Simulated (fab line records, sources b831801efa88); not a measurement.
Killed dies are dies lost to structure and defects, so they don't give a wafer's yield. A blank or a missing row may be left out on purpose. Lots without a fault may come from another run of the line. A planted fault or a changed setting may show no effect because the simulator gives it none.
One fault seen from 2 desks | flow sky130 | each desk has only its own numbers; what lay behind them comes last

THE TOOL OWNER'S DESK: pecvd-03
The tool's own readings at SKY_PASSIVATION_CVD_02 (deposits Si3N4, target thk 540 nm): means of the sampled wafers that have a number, for each lot that ran on this tool. A lot is out of limits, marked OUT, if its mean lies more than 4 standard deviations from the usual mean; the brackets give that distance.
Columns: A = heater_power_w at SKY_PASSIVATION_CVD_02, usual 715 W; B = rf_fwd_power_W at SKY_PASSIVATION_CVD_02, usual 449.3 W
lot  | first seen here | A   | B
L423 | day 44 13:11    | 674 | 449.1
L435 | day 47 21:46    | 694 | 448.6
This desk's finding: nothing out of limits on any of the 2 lots.

THE METROLOGY DESK
What the gauges read, lot by lot, whatever tool the lot ran on: means of the sampled wafers that have a number. A lot is out of limits, marked OUT, if its mean lies more than 4 standard deviations from the usual mean; the brackets give that distance.
Columns: A = PASSIVATION_CVD_00_THK at SKY_PASSIVATION_THK_MEAS_01, usual 90.0 nm; B = PASSIVATION_CVD_02_THK at SKY_PASSIVATION_THK_MEAS_03, usual 537 nm
lot  | first seen here | A    | B
L423 | day 44 13:08    | 90.1 | 539
L421 | day 44 13:41    | 88.8 | 540
L435 | day 47 21:42    | 89.8 | 550
L441 | day 49 01:58    | 89.8 | 538
L442 | day 49 07:34    | 89.4 | 538
This desk's finding: nothing out of limits on any of the 5 lots.

PUT TOGETHER
The tool owner's desk saw nothing out of limits.
The metrology desk saw nothing out of limits.

WHAT THE SIMULATOR HAD PUT IN
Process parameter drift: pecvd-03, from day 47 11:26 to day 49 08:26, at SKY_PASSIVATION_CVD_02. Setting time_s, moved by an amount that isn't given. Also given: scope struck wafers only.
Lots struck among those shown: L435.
